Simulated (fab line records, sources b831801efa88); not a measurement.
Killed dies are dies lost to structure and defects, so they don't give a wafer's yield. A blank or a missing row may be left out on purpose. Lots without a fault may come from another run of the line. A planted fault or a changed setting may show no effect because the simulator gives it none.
A struck lot beside a sound one | flow gf180mcu | 15 steps out of a route of 602
Sound: wafers L344.1, L344.2, L344.4. Struck: wafers L359.2, L359.3. The cause comes at the end.
At each step with rows: each side's tool, then ch and its chambers, then its first start. Under that, the readings that differ: sound wafers | struck wafers | difference of the means | sigmas: that difference in standard deviations of wafers without a fault.
alike: readings whose means differ by less than 2 such deviations, and words and numbers that are the same on both sides. not compared: withheld readings, readings that some wafer has no value for, bounds like >300 that may hide the same value, and numbers for which the record gives no deviation and whose values overlap.
The two part at a step that has a row with sigmas, a row that says differs or no value, or rows on one side only. Numbers that don't overlap but have no deviation are shown without sigmas and don't part them. A reading that every wafer of one side lacks parts them only if that side has two wafers or more.

first, 4 steps without rows for these wafers: GF_V1_SOFTBAKE_10 (time 60 s); GF_V1_EXPOSE_11 (exposes mask Via1, target cd 260 nm); GF_V1_PEB_12 (peb time 90 s); GF_V1_DEVELOP_13 (develop time 60 s).
GF_V1_CD_MEAS_14: target cd 260 nm.
  sound on cd_sem-02, day 20 02:08; struck on cd_sem-01, day 25 00:16
  alike: cd_nm
GF_V1_OVL_MEAS_15:
  sound on overlay-01, day 20 02:15; struck on overlay-01, day 25 00:23
  alike: V1_OVL
GF_V1_ETCH_16: etches BARC in N2/H2.
  sound on rie_diel-03 ch 1,3, day 20 02:17; struck on rie_diel-03 ch 1,2, day 25 00:25
  alike: drypump_motor_current_A, oes_product_au, throttle_valve_pct
GF_V1_ETCH_17: etches SiO2 in C4F8/O2/Ar, stops on TiN, target depth 630 nm.
  sound on rie_diel-03 ch 1,3; struck on rie_diel-03 ch 1,2
  alike: oes_product_au
GF_V1_STRIP_18: strips in O2/N2.
  sound on plasma_asher-04 ch 0,1, day 20 02:25; struck on plasma_asher-04 ch 0,1, day 25 00:32
  alike: drypump_motor_current_A, heater_power_w, oes_product_au
  not compared: rf_hours_counter_h
then, 2 steps without rows for these wafers: GF_V1_STRIP_19 (strips in post etch residue remover, time 1200 s); GF_V1_CLEAN_20 (cleans in DIW).
GF_V1_SPUTTER_21: material Ti, target thk 15 nm, time 80.02 s.
  sound on pvd_sputter-04, day 20 02:57; struck on pvd_sputter-03, day 25 01:05
  reading                | sound          | struck    | difference | sigmas
  throttle_valve_pct (%) | 31.5 30.4 31.9 | 29.4 29.3 | -1.9       | -2
GF_V1_SPUTTER_22: material TiN, target thk 10 nm, time 40 s.
  sound on pvd_sputter-04, day 20 03:01; struck on pvd_sputter-03, day 25 01:08
  reading                                | sound            | struck      | difference | sigmas
  throttle_valve_pct (%)                 | 31.8 30.3 31.5   | 29.6 29.0   | -1.9       | -2
  model.TiN_of_V1_SPUTTER_22.thk_nm (nm) | 9.59 9.875 9.641 | 18.26 18.28 | +8.57      |
GF_V1_CVD_23: deposits W, target thk 350 nm, time 105.05 s.
  sound on cvd_w-01 ch 0,1, day 20 03:03; struck on cvd_w-02 ch 0,1, day 25 01:11
  alike: chamber_pressure_Torr, heater_power_w
GF_PASSIVATION_PROBE_99:
  the record has rows for the sound wafers here (prober-01, day 30 13:10) and none for the struck ones

WHERE THEY PART
First at GF_V1_SPUTTER_21; last, within this record, at GF_PASSIVATION_PROBE_99.

WHY: what the simulator had put in
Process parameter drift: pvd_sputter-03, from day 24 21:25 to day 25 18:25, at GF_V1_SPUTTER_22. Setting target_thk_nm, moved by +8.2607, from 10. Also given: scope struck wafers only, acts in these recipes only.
